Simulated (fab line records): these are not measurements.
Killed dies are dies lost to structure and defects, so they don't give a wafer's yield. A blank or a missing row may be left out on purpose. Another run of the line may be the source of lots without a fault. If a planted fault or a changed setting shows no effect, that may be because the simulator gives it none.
fab line records :: flow sky130
record
  lots=6
  wafers=16
  lastDay=50
route steps=708 shown VT_ADJUST_PCH@145 SONOS_TUNNEL@154 PAD_OPEN@708
lots untouched by any fault: they come from a run of this same line in which no faults occurred
startH: hours from the record's opening day to when the first of the lot's shown wafers began :: waitH: how many hours have passed since the lot's step before this one :: " as in the row above :: L1.1+2: a row that stands for several wafers :: - no value, or no start given :: * or withheld: withheld :: < > ~ a bound
route shown NAME@n: NAME is a module with steps in the file, n the number in the route of the first one :: usual: mean/standard deviation of fault-free wafers :: same: alike in all rows :: chamber/n: place in a boat :: sites: each site's reading :: _std_site: standard deviation of those values :: _edge_site: the outer-site mean with the inner-site mean subtracted :: radiusMm: for every site, how far away it sits from the centre of the wafer :: mask NAME#n: copy n :: behind: the most recent tool/chamber to have shaped the wafer :: hold: what put the lot on hold/how long, in hours/how the hold closed :: device: the transistor (n, p or np) that didn't switch :: end of line: the tests these same wafers got at the end of their route :: a step with no rows: only its recipe :: killed: not the wafer's yield, but the dies lost to structure and defects at the first sort :: map: per-die view of a wafer (x killed, . not killed, _ where there is no die)
set.NAME: the run value of the setting; set.NAME@STEP: its run value at that earlier step :: model.NAME: the simulator's own value behind a step, which no gauge read
a table for each step, a row for each wafer; lots at some steps of the route
services: a tool's chamber out of use, with start hour (startH, from the record's first day; less than 0 if before it), hours out, and reason
## steps
# step SKY_VT_ADJUST_PCH_COAT_02
# recipe
  spinRpm=2000
  resistThkNm=3000
# step SKY_VT_ADJUST_PCH_SOFTBAKE_03
# recipe
  tempC=110
  timeS=withheld
# step SKY_VT_ADJUST_PCH_EXPOSE_04
# recipe
  maskId=NWM
  na=0.6
  sourceShape=conventional
  sigmaOuter=0.6
  polarization=unpolarized
  targetCdNm=840
  doseMj=255
# step SKY_VT_ADJUST_PCH_PEB_05
# recipe
  tempC=115
  timeS=withheld
# step SKY_VT_ADJUST_PCH_DEVELOP_06
# recipe
  wallAngleDeg=90
  developer=TMAH
  developTimeS=60
  devTempC=23
# step SKY_VT_ADJUST_PCH_OVL_MEAS_07
# usual
  VT_ADJUST_PCH_OVL=1.3/1.3
lot.wafer: L804.1
tool: overlay-01
chamber: -
startH: 244.44
waitH: -
VT_ADJUST_PCH_OVL[nm]: -0.2

lot.wafer: L804.2
tool: overlay-01
chamber: -
startH: 244.44
waitH: -
VT_ADJUST_PCH_OVL[nm]: 0.0

lot.wafer: L804.6
tool: overlay-01
chamber: -
startH: 244.44
waitH: -
VT_ADJUST_PCH_OVL[nm]: -1.1

lot.wafer: L806.1
tool: overlay-02
chamber: -
startH: 257.83
waitH: -
VT_ADJUST_PCH_OVL[nm]: 1.7

lot.wafer: L806.5
tool: overlay-02
chamber: -
startH: 257.83
waitH: -
VT_ADJUST_PCH_OVL[nm]: -1.6

lot.wafer: L806.6
tool: overlay-02
chamber: -
startH: 257.83
waitH: -
VT_ADJUST_PCH_OVL[nm]: 1.2

lot.wafer: L810.1
tool: overlay-02
chamber: -
startH: 282.59
waitH: -
VT_ADJUST_PCH_OVL[nm]: 2.0

lot.wafer: L810.6
tool: overlay-02
chamber: -
startH: 282.59
waitH: -
VT_ADJUST_PCH_OVL[nm]: 1.0

lot.wafer: L811.1
tool: overlay-02
chamber: -
startH: 288.33
waitH: -
VT_ADJUST_PCH_OVL[nm]: 0.7

lot.wafer: L811.6
tool: overlay-02
chamber: -
startH: 288.33
waitH: -
VT_ADJUST_PCH_OVL[nm]: 3.3

lot.wafer: L819.1
tool: overlay-01
chamber: -
startH: 353.94
waitH: -
VT_ADJUST_PCH_OVL[nm]: 1.9

lot.wafer: L819.2
tool: overlay-01
chamber: -
startH: 353.94
waitH: -
VT_ADJUST_PCH_OVL[nm]: 0.8

lot.wafer: L819.5
tool: overlay-01
chamber: -
startH: 353.94
waitH: -
VT_ADJUST_PCH_OVL[nm]: 0.5

lot.wafer: L825.1
tool: overlay-02
chamber: -
startH: 402.99
waitH: -
VT_ADJUST_PCH_OVL[nm]: 1.8

lot.wafer: L825.3
tool: overlay-02
chamber: -
startH: 402.99
waitH: -
VT_ADJUST_PCH_OVL[nm]: 2.5

lot.wafer: L825.6
tool: overlay-02
chamber: -
startH: 402.99
waitH: -
VT_ADJUST_PCH_OVL[nm]: 0.7
# step SKY_VT_ADJUST_PCH_IMPLANT_08
# recipe
  species=B
  energyKev=10
  doseCm2=5e+11
  tiltDeg=withheld
# step SKY_VT_ADJUST_PCH_STRIP_09
# recipe
  chemistry=O2/N2
  powerW=1400
  pressureMtorr=1500
  platenTempC=withheld
  o2FlowSccm=3000
  n2FlowSccm=300
  overashFraction=0.5
# usual
  drypumpMotorCurrentA=5.52/0.13
  oesProductAu=0.722/0.0044
  stripTimeToEndpointS=36.93/0.11
lot.wafer: L804.1
tool: plasmaAsher-04
chamber: 1
startH: 244.63
waitH: 0.1
drypumpMotorCurrentA: 5.45
oesProductAu: 0.716
rfHoursCounterH: 12
stripTimeToEndpointS: 36.85

lot.wafer: L804.2
tool: plasmaAsher-04
chamber: 0
startH: 244.63
waitH: 0.1
drypumpMotorCurrentA: 5.67
oesProductAu: 0.723
rfHoursCounterH: 12
stripTimeToEndpointS: 36.85

lot.wafer: L804.6
tool: plasmaAsher-04
chamber: 0
startH: 244.63
waitH: 0.1
drypumpMotorCurrentA: 5.66
oesProductAu: 0.716
rfHoursCounterH: -
stripTimeToEndpointS: 36.77

lot.wafer: L806.1
tool: plasmaAsher-02
chamber: 0
startH: 258.01
waitH: 0.1
drypumpMotorCurrentA: 5.35
oesProductAu: 0.729
rfHoursCounterH: 43
stripTimeToEndpointS: 36.90

lot.wafer: L806.5
tool: plasmaAsher-02
chamber: 0
startH: 258.01
waitH: 0.1
drypumpMotorCurrentA: 5.37
oesProductAu: 0.711
rfHoursCounterH: -
stripTimeToEndpointS: 36.95

lot.wafer: L806.6
tool: plasmaAsher-02
chamber: 1
startH: 258.01
waitH: 0.1
drypumpMotorCurrentA: 5.60
oesProductAu: 0.727
rfHoursCounterH: -
stripTimeToEndpointS: 36.90

lot.wafer: L810.1
tool: plasmaAsher-02
chamber: 1
startH: 282.78
waitH: 0.1
drypumpMotorCurrentA: 5.60
oesProductAu: 0.720
rfHoursCounterH: 45
stripTimeToEndpointS: 36.91

lot.wafer: L810.6
tool: plasmaAsher-02
chamber: 1
startH: 282.78
waitH: 0.1
drypumpMotorCurrentA: 5.60
oesProductAu: 0.725
rfHoursCounterH: -
stripTimeToEndpointS: 36.90

lot.wafer: L811.1
tool: plasmaAsher-04
chamber: 1
startH: 288.51
waitH: 0.1
drypumpMotorCurrentA: 5.42
oesProductAu: 0.725
rfHoursCounterH: 17
stripTimeToEndpointS: 36.84

lot.wafer: L811.6
tool: plasmaAsher-04
chamber: 1
startH: 288.51
waitH: 0.1
drypumpMotorCurrentA: 5.42
oesProductAu: 0.723
rfHoursCounterH: -
stripTimeToEndpointS: 36.82

lot.wafer: L819.1
tool: plasmaAsher-02
chamber: 1
startH: 354.13
waitH: 0.1
drypumpMotorCurrentA: 5.58
oesProductAu: 0.724
rfHoursCounterH: 53
stripTimeToEndpointS: 36.80

lot.wafer: L819.2
tool: plasmaAsher-02
chamber: 0
startH: 354.13
waitH: 0.1
drypumpMotorCurrentA: 5.34
oesProductAu: 0.723
rfHoursCounterH: 53
stripTimeToEndpointS: 36.81

lot.wafer: L819.5
tool: plasmaAsher-02
chamber: 1
startH: 354.13
waitH: 0.1
drypumpMotorCurrentA: 5.56
oesProductAu: 0.723
rfHoursCounterH: -
stripTimeToEndpointS: 36.71

lot.wafer: L825.1
tool: plasmaAsher-03
chamber: 1
startH: 403.21
waitH: 0.1
drypumpMotorCurrentA: 5.71
oesProductAu: 0.727
rfHoursCounterH: 66
stripTimeToEndpointS: 36.87

lot.wafer: L825.3
tool: plasmaAsher-03
chamber: 0
startH: 403.21
waitH: 0.1
drypumpMotorCurrentA: 5.64
oesProductAu: 0.723
rfHoursCounterH: -
stripTimeToEndpointS: 36.80

lot.wafer: L825.6
tool: plasmaAsher-03
chamber: 0
startH: 403.21
waitH: 0.1
drypumpMotorCurrentA: 5.65
oesProductAu: 0.727
rfHoursCounterH: -
stripTimeToEndpointS: 36.91
# step SKY_VT_ADJUST_PCH_TW_MEAS_10
# usual
  VT_ADJUST_PCH_TW=142.7/1
lot.wafer: L804.1
tool: filmMetro-04
chamber: -
startH: 244.73
waitH: 0.1
VT_ADJUST_PCH_TW: 143.7

lot.wafer: L804.2
tool: filmMetro-04
chamber: -
startH: 244.73
waitH: 0.1
VT_ADJUST_PCH_TW: 144.2

lot.wafer: L804.6
tool: filmMetro-04
chamber: -
startH: 244.73
waitH: 0.1
VT_ADJUST_PCH_TW: 144.1

lot.wafer: L806.1
tool: filmMetro-03
chamber: -
startH: 258.11
waitH: 0.1
VT_ADJUST_PCH_TW: 141.8

lot.wafer: L806.5
tool: filmMetro-03
chamber: -
startH: 258.11
waitH: 0.1
VT_ADJUST_PCH_TW: 142.9

lot.wafer: L806.6
tool: filmMetro-03
chamber: -
startH: 258.11
waitH: 0.1
VT_ADJUST_PCH_TW: 142.6

lot.wafer: L810.1
tool: filmMetro-04
chamber: -
startH: 282.88
waitH: 0.1
VT_ADJUST_PCH_TW: 143.3

lot.wafer: L810.6
tool: filmMetro-04
chamber: -
startH: 282.88
waitH: 0.1
VT_ADJUST_PCH_TW: 142.9

lot.wafer: L811.1
tool: filmMetro-02
chamber: -
startH: 288.61
waitH: 0.1
VT_ADJUST_PCH_TW: 140.2

lot.wafer: L811.6
tool: filmMetro-02
chamber: -
startH: 288.61
waitH: 0.1
VT_ADJUST_PCH_TW: 140.9

lot.wafer: L819.1
tool: filmMetro-04
chamber: -
startH: 354.23
waitH: 0.1
VT_ADJUST_PCH_TW: 145.2

lot.wafer: L819.2
tool: filmMetro-04
chamber: -
startH: 354.23
waitH: 0.1
VT_ADJUST_PCH_TW: 143.9

lot.wafer: L819.5
tool: filmMetro-04
chamber: -
startH: 354.23
waitH: 0.1
VT_ADJUST_PCH_TW: 144.9

lot.wafer: L825.1
tool: filmMetro-03
chamber: -
startH: 403.31
waitH: 0.1
VT_ADJUST_PCH_TW: 142.9

lot.wafer: L825.3
tool: filmMetro-03
chamber: -
startH: 403.31
waitH: 0.1
VT_ADJUST_PCH_TW: 142.3

lot.wafer: L825.6
tool: filmMetro-03
chamber: -
startH: 403.31
waitH: 0.1
VT_ADJUST_PCH_TW: 142.1
# step SKY_SONOS_TUNNEL_DEHYDRATE_00
# recipe
  tempC=200
  timeS=60
# step SKY_SONOS_TUNNEL_HMDS_01
# recipe
  primeTimeS=60
  primeTempC=120
# step SKY_SONOS_TUNNEL_COAT_02
# recipe
  resist=NOVOLAK
  spinRpm=3000
  resistThkNm=1140
# step SKY_SONOS_TUNNEL_SOFTBAKE_03
# recipe
  tempC=90
  timeS=60
  resist=NOVOLAK
# usual
  heaterPowerTotalW=56.60/0.04
  runLengthS=89.18/0.23
lot.wafer: L804.1
tool: lithoTrack-02
chamber: 0
startH: 256.73
waitH: 0.1
heaterPowerTotalW: 56.54
runLengthS: 89.37

lot.wafer: L804.2
tool: lithoTrack-02
chamber: 0
startH: 256.73
waitH: 0.1
heaterPowerTotalW: 56.64
runLengthS: 89.28

lot.wafer: L804.6
tool: lithoTrack-02
chamber: 0
startH: 256.73
waitH: 0.1
heaterPowerTotalW: 56.51
runLengthS: 89.31

lot.wafer: L806.1
tool: lithoTrack-01
chamber: 0
startH: 269.59
waitH: 0.1
heaterPowerTotalW: 56.56
runLengthS: 89.27

lot.wafer: L806.5
tool: lithoTrack-01
chamber: 0
startH: 269.59
waitH: 0.1
heaterPowerTotalW: 56.57
runLengthS: 89.35

lot.wafer: L806.6
tool: lithoTrack-01
chamber: 0
startH: 269.59
waitH: 0.1
heaterPowerTotalW: 56.59
runLengthS: 89.35

lot.wafer: L810.1
tool: lithoTrack-01
chamber: 0
startH: 294.69
waitH: 0.1
heaterPowerTotalW: 57.03
runLengthS: 87.35

lot.wafer: L810.6
tool: lithoTrack-01
chamber: 0
startH: 294.69
waitH: 0.1
heaterPowerTotalW: 56.60
runLengthS: 89.20

lot.wafer: L811.1
tool: lithoTrack-01
chamber: 0
startH: 299.79
waitH: 0.1
heaterPowerTotalW: 57.06
runLengthS: 87.38

lot.wafer: L811.6
tool: lithoTrack-01
chamber: 0
startH: 299.79
waitH: 0.1
heaterPowerTotalW: 56.63
runLengthS: 89.21

lot.wafer: L819.1
tool: lithoTrack-02
chamber: 0
startH: 368.13
waitH: 0.1
heaterPowerTotalW: 56.56
runLengthS: 89.37

lot.wafer: L819.2
tool: lithoTrack-02
chamber: 0
startH: 368.13
waitH: 0.1
heaterPowerTotalW: 56.57
runLengthS: 89.43

lot.wafer: L819.5
tool: lithoTrack-02
chamber: 0
startH: 368.13
waitH: 0.1
heaterPowerTotalW: 56.63
runLengthS: 89.21

lot.wafer: L825.1
tool: lithoTrack-02
chamber: 0
startH: 417.53
waitH: 0.1
heaterPowerTotalW: 56.58
runLengthS: 89.39

lot.wafer: L825.3
tool: lithoTrack-02
chamber: 0
startH: 417.53
waitH: 0.1
heaterPowerTotalW: 56.61
runLengthS: 89.36

lot.wafer: L825.6
tool: lithoTrack-02
chamber: 0
startH: 417.53
waitH: 0.1
heaterPowerTotalW: 56.66
runLengthS: 89.36
# step SKY_SONOS_TUNNEL_EXPOSE_04
# recipe
  maskId=TUNM
  na=0.6
  sourceShape=conventional
  sigmaOuter=0.6
  polarization=unpolarized
  targetCdNm=410
  doseMj=136
# step SKY_PAD_OPEN_PROBE_99
# usual
  killed_at_M0_to_M3=43/6.5
  killed_at_M4_up=3.2/1.8
  killedAtContacts=26/5.2
  killedAtFrontEnd=16/4.8
  killedAtOther=0.3/0.6
  killedDies=89/9.6
  killedOpen=48/7.1
  killedShort=40/6.4
# same
  grossDies=492
  killedAtBackSide=0
lot.wafer: L804.1
tool: prober-02
chamber: -
startH: 1093.28
waitH: 0.1
killed_at_M0_to_M3: 55
killed_at_M4_up: 5
killedAtContacts: 29
killedAtFrontEnd: 17
killedAtOther: 0
killedDies: 106
killedOpen: 58
killedShort: 48

lot.wafer: L804.2
tool: prober-02
chamber: -
startH: 1093.33
waitH: 0.1
killed_at_M0_to_M3: 40
killed_at_M4_up: 2
killedAtContacts: 25
killedAtFrontEnd: 8
killedAtOther: 1
killedDies: 76
killedOpen: 41
killedShort: 34

lot.wafer: L804.6
tool: prober-02
chamber: -
startH: 1093.53
waitH: 0.2
killed_at_M0_to_M3: 37
killed_at_M4_up: 2
killedAtContacts: 25
killedAtFrontEnd: 22
killedAtOther: 1
killedDies: 87
killedOpen: 44
killedShort: 42

lot.wafer: L806.1
tool: prober-02
chamber: -
startH: 1099.93
waitH: 0.1
killed_at_M0_to_M3: 40
killed_at_M4_up: 6
killedAtContacts: 23
killedAtFrontEnd: 16
killedAtOther: 0
killedDies: 85
killedOpen: 48
killedShort: 37

lot.wafer: L806.5
tool: prober-02
chamber: -
startH: 1100.13
waitH: 0.2
killed_at_M0_to_M3: 49
killed_at_M4_up: 3
killedAtContacts: 31
killedAtFrontEnd: 17
killedAtOther: 0
killedDies: 100
killedOpen: 65
killedShort: 35

lot.wafer: L806.6
tool: prober-02
chamber: -
startH: 1100.18
waitH: 0.2
killed_at_M0_to_M3: 54
killed_at_M4_up: 5
killedAtContacts: 15
killedAtFrontEnd: 13
killedAtOther: 0
killedDies: 87
killedOpen: 46
killedShort: 41

lot.wafer: L810.1
tool: prober-01
chamber: -
startH: 1119.24
waitH: 0.1
killed_at_M0_to_M3: 47
killed_at_M4_up: 5
killedAtContacts: 18
killedAtFrontEnd: 23
killedAtOther: 0
killedDies: 93
killedOpen: 47
killedShort: 46

lot.wafer: L810.6
tool: prober-01
chamber: -
startH: 1119.49
waitH: 0.2
killed_at_M0_to_M3: 32
killed_at_M4_up: 3
killedAtContacts: 26
killedAtFrontEnd: 19
killedAtOther: 0
killedDies: 80
killedOpen: 42
killedShort: 37

lot.wafer: L811.1
tool: prober-02
chamber: -
startH: 1126.56
waitH: 0.1
killed_at_M0_to_M3: 36
killed_at_M4_up: 3
killedAtContacts: 23
killedAtFrontEnd: 7
killedAtOther: 2
killedDies: 71
killedOpen: 35
killedShort: 34

lot.wafer: L811.6
tool: prober-02
chamber: -
startH: 1126.81
waitH: 0.2
killed_at_M0_to_M3: 49
killed_at_M4_up: 2
killedAtContacts: 20
killedAtFrontEnd: 11
killedAtOther: 3
killedDies: 85
killedOpen: 43
killedShort: 40

lot.wafer: L819.1
tool: prober-02
chamber: -
startH: 1171.80
waitH: 0.1
killed_at_M0_to_M3: 56
killed_at_M4_up: 2
killedAtContacts: 30
killedAtFrontEnd: 14
killedAtOther: 1
killedDies: 103
killedOpen: 52
killedShort: 51

lot.wafer: L819.2
tool: prober-02
chamber: -
startH: 1171.85
waitH: 0.1
killed_at_M0_to_M3: 45
killed_at_M4_up: 2
killedAtContacts: 25
killedAtFrontEnd: 19
killedAtOther: 0
killedDies: 91
killedOpen: 51
killedShort: 40

lot.wafer: L819.5
tool: prober-02
chamber: -
startH: 1172.00
waitH: 0.2
killed_at_M0_to_M3: 45
killed_at_M4_up: 6
killedAtContacts: 35
killedAtFrontEnd: 14
killedAtOther: 0
killedDies: 100
killedOpen: 50
killedShort: 50

lot.wafer: L825.1
tool: prober-02
chamber: -
startH: 1199.03
waitH: 0.1
killed_at_M0_to_M3: 37
killed_at_M4_up: 1
killedAtContacts: 41
killedAtFrontEnd: 21
killedAtOther: 1
killedDies: 101
killedOpen: 61
killedShort: 40

lot.wafer: L825.3
tool: prober-02
chamber: -
startH: 1199.13
waitH: 0.2
killed_at_M0_to_M3: 50
killed_at_M4_up: 0
killedAtContacts: 33
killedAtFrontEnd: 13
killedAtOther: 0
killedDies: 96
killedOpen: 51
killedShort: 45

lot.wafer: L825.6
tool: prober-02
chamber: -
startH: 1199.28
waitH: 0.2
killed_at_M0_to_M3: 44
killed_at_M4_up: 2
killedAtContacts: 25
killedAtFrontEnd: 16
killedAtOther: 0
killedDies: 87
killedOpen: 41
killedShort: 46
# killed by level:class
L804.1 LI_CONTACT:geometricParticle:open=15 VIA1:geometricParticle:open=11 METAL2:geometricParticle:short=10 VIA1:geometricParticle:short=9 VIA2:geometricParticle:open=8 CONTACT:geometricParticle:open=6 POLY_GATE:geometricParticle:short=4 METAL3:geometricParticle:short=4
L804.2 CONTACT:geometricParticle:open=9 VIA1:geometricParticle:open=7 LI_CONTACT:geometricParticle:open=7 VIA2:geometricParticle:open=7 CONTACT:geometricParticle:short=6 METAL1:geometricParticle:short=5 VIA1:geometricParticle:short=5 METAL2:geometricParticle:short=4
L804.6 CONTACT:geometricParticle:open=9 VIA1:geometricParticle:open=8 POLY_GATE:geometricParticle:short=7 CONTACT:geometricParticle:short=7 VIA3:geometricParticle:open=7 VIA2:geometricParticle:open=7 FIELD_ISO:geometricParticle:short=5 LI_CONTACT:geometricParticle:short=4
L806.1 CONTACT:geometricParticle:open=9 LI_CONTACT:geometricParticle:open=9 VIA1:geometricParticle:open=9 VIA2:geometricParticle:open=5 METAL1:geometricParticle:short=5 METAL4:geometricParticle:short=5 FIELD_ISO:geometricParticle:open=4 POLY_GATE:geometricParticle:open=4
L806.5 CONTACT:geometricParticle:open=12 VIA1:geometricParticle:open=10 VIA3:geometricParticle:open=9 LI_CONTACT:geometricParticle:open=8 POLY_GATE:geometricParticle:open=7 VIA2:geometricParticle:open=6 CONTACT:geometricParticle:short=5 METAL3:geometricParticle:short=4
L806.6 VIA3:geometricParticle:open=11 METAL2:geometricParticle:short=10 VIA1:geometricParticle:open=8 FIELD_ISO:geometricParticle:open=7 METAL1:geometricParticle:short=7 CONTACT:geometricParticle:open=6 VIA2:geometricParticle:short=6 VIA2:geometricParticle:open=6
L810.1 CONTACT:geometricParticle:open=9 METAL1:geometricParticle:short=8 FIELD_ISO:geometricParticle:open=7 VIA3:geometricParticle:open=7 VIA1:geometricParticle:short=7 VIA1:geometricParticle:open=7 FIELD_ISO:geometricParticle:short=6 VIA2:geometricParticle:open=6
L810.6 LI_CONTACT:geometricParticle:open=8 CONTACT:geometricParticle:open=7 FIELD_ISO:geometricParticle:open=6 FIELD_ISO:geometricParticle:short=5 METAL2:geometricParticle:short=5 METAL1:geometricParticle:short=5 METAL1:geometricParticle:open=4 LOCAL_INTERCONNECT:geometricParticle:short=4
L811.1 LI_CONTACT:geometricParticle:open=8 VIA2:geometricParticle:open=7 LOCAL_INTERCONNECT:geometricParticle:short=6 CONTACT:geometricParticle:open=6 VIA3:geometricParticle:open=5 METAL1:geometricParticle:short=4 VIA1:geometricParticle:open=4 METAL2:geometricParticle:short=4
L811.6 VIA1:geometricParticle:open=13 METAL1:geometricParticle:short=10 LI_CONTACT:geometricParticle:open=9 CONTACT:geometricParticle:short=7 VIA3:geometricParticle:open=6 VIA2:geometricParticle:open=5 POLY_GATE:geometricParticle:short=4 FIELD_ISO:geometricParticle:open=3
L819.1 VIA1:geometricParticle:open=13 CONTACT:geometricParticle:open=12 METAL1:geometricParticle:short=9 VIA3:geometricParticle:open=7 VIA3:geometricParticle:short=6 LI_CONTACT:geometricParticle:open=6 CONTACT:geometricParticle:short=5 VIA1:geometricParticle:short=5
L819.2 VIA1:geometricParticle:open=13 CONTACT:geometricParticle:open=9 METAL2:geometricParticle:short=8 VIA2:geometricParticle:open=7 FIELD_ISO:geometricParticle:short=6 CONTACT:geometricParticle:short=6 VIA3:geometricParticle:open=6 POLY_GATE:geometricParticle:open=4
L819.5 CONTACT:geometricParticle:open=15 VIA1:geometricParticle:open=10 METAL2:geometricParticle:short=6 LI_CONTACT:geometricParticle:open=6 CONTACT:geometricParticle:short=6 METAL1:geometricParticle:short=6 VIA2:geometricParticle:open=6 FIELD_ISO:geometricParticle:short=5
L825.1 CONTACT:geometricParticle:open=15 VIA1:geometricParticle:open=11 FIELD_ISO:geometricParticle:short=8 LOCAL_INTERCONNECT:geometricParticle:short=8 LI_CONTACT:geometricParticle:open=8 CONTACT:geometricParticle:short=7 VIA2:geometricParticle:open=7 VIA3:geometricParticle:open=7
L825.3 LI_CONTACT:geometricParticle:open=11 CONTACT:geometricParticle:open=10 VIA2:geometricParticle:open=9 VIA1:geometricParticle:open=7 METAL2:geometricParticle:short=7 VIA3:geometricParticle:short=6 METAL3:geometricParticle:short=5 CONTACT:geometricParticle:short=4
L825.6 VIA1:geometricParticle:short=10 LI_CONTACT:geometricParticle:open=9 LOCAL_INTERCONNECT:geometricParticle:short=6 METAL1:geometricParticle:short=6 METAL2:geometricParticle:short=6 VIA2:geometricParticle:open=6 POLY_GATE:geometricParticle:open=5 VIA1:geometricParticle:open=5
## services
tool: plasmaAsher-03
chamber: -
startH: 227.99
hours: 5.0
kind: repair

tool: plasmaAsher-04
chamber: -
startH: 231.82
hours: 2.7
kind: repair

tool: plasmaAsher-03
chamber: -
startH: 322.64
hours: 28.1
kind: pm

tool: plasmaAsher-02
chamber: -
startH: 335.01
hours: 0.8
kind: repair

tool: plasmaAsher-03
chamber: -
startH: 394.04
hours: 3.6
kind: repair

tool: plasmaAsher-03
chamber: -
startH: 396.44
hours: 2.7
kind: repair
## key
firstSign
  step=SKY_SONOS_TUNNEL_SOFTBAKE_03
  reading=heaterPowerTotalW
  direction=up
  sigmas=11
  usual=*
  struck=*
effect
  step=SKY_SONOS_TUNNEL_SOFTBAKE_03
  reading=runLengthS
  direction=down
  sigmas=7.8
  usual=*
  struck=*
metAt SKY_SONOS_TUNNEL_SOFTBAKE_03
struckWafers L810.1,L811.1
testerLeftOut L810,L811
onsetBetween 269.59 294.69
fault
  kind=processParameterDrift
  tool=lithoTrack-01
  chamber=-
  onsetH=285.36
  steps=SKY_SONOS_TUNNEL_SOFTBAKE_03
  channel=timeS
  offset=*
  shape=step
  endH=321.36
  scope=struckWafersOnly
  actsIn=*
  stated=*
# testerLeftOut: of these lots the tester's yield and bins aren't shown, on N5 and GAA mostly nor the transistor test; their killed dies are dies lost to structure and defects alone, not to doping, threshold or leakage, so they don't give the yield
